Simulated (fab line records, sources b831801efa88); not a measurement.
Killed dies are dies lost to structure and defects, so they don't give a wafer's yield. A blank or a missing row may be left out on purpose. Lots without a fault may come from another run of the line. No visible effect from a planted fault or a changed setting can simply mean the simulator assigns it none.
Which tool did it? / flow gf180mcu / 6 lots with 18 wafers sampled at 2 steps, on a route of 602 steps

## WHAT EACH GAUGE READ, for each wafer
GF_STI_CD_MEAS_12: the cd target is 220 nm.
lot=L302; measured=day 2 10:56; on=cd_sem-01; cd_nm (nm)=221.7 221.2 222.0
lot=L305; measured=day 3 03:17; on=cd_sem-01; cd_nm (nm)=216.7 217.9 216.8
lot=L309; measured=day 3 23:46; on=cd_sem-02; cd_nm (nm)=221.0 220.7 219.0
lot=L316; measured=day 5 11:56; on=cd_sem-01; cd_nm (nm)=365.2 366.0 363.4
lot=L318; measured=day 5 21:52; on=cd_sem-01; cd_nm (nm)=220.8 219.5 219.9
lot=L321; measured=day 6 14:19; on=cd_sem-02; cd_nm (nm)=219.2 219.9 219.1

## EACH LOT AND THE TOOL THAT RAN IT (in order: tool; ch and the chambers of the sampled wafers; start)
lot=L302; GF_STI_PEB_10=litho_track-04 ch 0, day 2 10:35
lot=L305; GF_STI_PEB_10=litho_track-03 ch 0, day 3 02:56
lot=L309; GF_STI_PEB_10=litho_track-01 ch 0, day 3 23:26
lot=L316; GF_STI_PEB_10=litho_track-04 ch 0, day 5 11:35
lot=L318; GF_STI_PEB_10=litho_track-01 ch 0, day 5 21:31
lot=L321; GF_STI_PEB_10=litho_track-03 ch 0, day 6 13:59
- GF_STI_PEB_10: peb time 93.39 s.

## THE ANSWER, worked out from the rows above alone
Rule: the lots themselves supply what counts as usual. The widest of any qualifying gaps counts: lots, ordered by their means at a reading, are off when they make up no more than a third of the lots, leave a main group of 4 or more, and stand apart from it by 3 or more times the standard deviation of that group's means. A main group is skipped when, at the precision printed for the reading in the tables above, its means are all equal. Also off: a lot with no number at a reading for which 4 or more lots have one. All remaining lots with rows at the step are treated as sound.
Off at GF_STI_CD_MEAS_12 (cd_nm): L316. Main group: mean 219.7 nm, sd 1.5.
A tool fits if, at a process step before that reading, it ran every lot that is off, and no sound lot after the first of them. Gauges at GF_STI_CD_MEAS_12: tried the same way as those tools. One fits: litho_track-04 at GF_STI_PEB_10. A fault onset in the window from L302 (day 2 10:35, its last sound lot) to L316 (day 5 11:35, its first lot off) fits.

## WHAT THE SIMULATOR HAD INSERTED
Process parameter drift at GF_STI_PEB_10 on litho_track-04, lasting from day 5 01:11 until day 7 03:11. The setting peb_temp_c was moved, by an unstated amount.
Lots struck among those shown: L316. The rule above found the same.
